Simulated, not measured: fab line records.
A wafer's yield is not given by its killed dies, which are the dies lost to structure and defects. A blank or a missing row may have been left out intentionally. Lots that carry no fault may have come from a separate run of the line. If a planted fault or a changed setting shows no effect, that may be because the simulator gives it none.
A struck lot beside a sound one || flow sfqLine || 13 out of 325 route steps
Sound: these wafers, L303.1, L303.4, L303.6. The struck wafers were L294.3, L294.5. The cause is given at the end.
Per side, at each step with rows, come the tool, then ch with its chambers, and then its first start. Under that, the readings that differ: sound wafers || struck wafers || difference of the means || sigmas: that difference in standard deviations of wafers without a fault.
alike: same words and numbers on both sides, and readings whose means sit less than 2 such deviations apart. not compared: any withheld reading, any reading some wafer has no value for, any bound like >300 that may hide the same value, and any number with overlapping values for which the record gives no deviation.
The two part at a step that has a row with sigmas, a row that says differs or no value, or rows on one side only. Non-overlapping numbers with no deviation appear without sigmas and do not part them. A reading that every wafer of one side lacks parts them only if that side has two wafers or more.

first, 1 step without rows for these wafers: SFQ_TRILAYER_M4_DEP_PRE_CLEAN_092 (time 22.5 s).
SFQ_TRILAYER_M4_DEP_SPUTTER_091: material Nb, target thk 200 nm, time 133.3 s.
  sound on pvdSputter-03, day 37 14:01; struck on pvdSputter-05, day 34 20:41
  alike: basePressurePa, throttleValvePct
SFQ_M4_RS_MEAS_924: uses a four-point probe to measure.
  sound on filmMetro-03, day 37 14:06; struck on filmMetro-03, day 34 20:49
  alike: M4_NB_RS
then, 6 steps without rows for these wafers: SFQ_TRILAYER_M4_LITHO_COAT_098 (resist thk 62 nm); SFQ_TRILAYER_M4_LITHO_COAT_093 (resist thk 600 nm); SFQ_TRILAYER_M4_LITHO_SOFTBAKE_097; SFQ_TRILAYER_M4_LITHO_EXPOSE_094 (exposes mask M4, target cd 500 nm); SFQ_TRILAYER_M4_LITHO_PEB_096 (peb time 60 s); SFQ_TRILAYER_M4_LITHO_DEVELOP_095 (time 60 s).
SFQ_M4_OVL_MEAS_926:
  sound on overlay-01, day 39 02:13; struck on overlay-02, day 36 14:14
  alike: M4_OVL
SFQ_TRILAYER_M4_BARC_OPEN_METAL_ETCH_123: etches BARC in O2, target depth 125 nm, time 41.7 s.
  sound on rieMetal-04 ch 0,1, day 39 02:15; struck on rieMetal-04 ch 1, day 36 14:16
  alike: drypumpMotorCurrentA, oesProductAu
  not compared: rfHoursCounterH
SFQ_TRILAYER_M4_ETCH_METAL_ETCH_096: etches Nb in Cl2/Ar, stops on SiO2, target depth 240 nm, time 120 s.
  sound on rieMetal-04 ch 0,1, day 39 02:19; struck on rieMetal-04 ch 1, day 36 14:21
{"reading": "model.KrF_of_TRILAYER_M4_LITHO_COAT_093.thkNm (nm)", "sound": "377.5 371.6 381.2", "struck": "282.6 283.6", "difference": -93.7, "sigmas": ""}
{"reading": "model.M4.featureDepthNm (nm)", "sound": "201.1 198.2 196.8", "struck": "220.4 216.6", "difference": "+19.8", "sigmas": ""}
{"reading": "model.SiO2_of_TRILAYER_I3_DEP_PECVD_081.thkNm (nm)", "sound": "192.7 190.8 192", "struck": "177.8 177.9", "difference": -14.0, "sigmas": ""}
  alike: drypumpMotorCurrentA, oesProductAu
  not compared: rfHoursCounterH
SFQ_TRILAYER_M4_STRIP_STRIP_097: strips in O2.
  sound on rieMetal-04 ch 0,1, day 39 02:26; struck on rieMetal-04 ch 1, day 36 14:38
{"reading": "oesProductAu (a.u.)", "sound": "0.996 1.029 0.981", "struck": "1.026 1.032", "difference": "+0.027", "sigmas": "+2"}
  alike: drypumpMotorCurrentA
  not compared: rfHoursCounterH

## WHERE THEY PART
SFQ_TRILAYER_M4_STRIP_STRIP_097 only, going by this record.

WHY: the cause the simulator had injected
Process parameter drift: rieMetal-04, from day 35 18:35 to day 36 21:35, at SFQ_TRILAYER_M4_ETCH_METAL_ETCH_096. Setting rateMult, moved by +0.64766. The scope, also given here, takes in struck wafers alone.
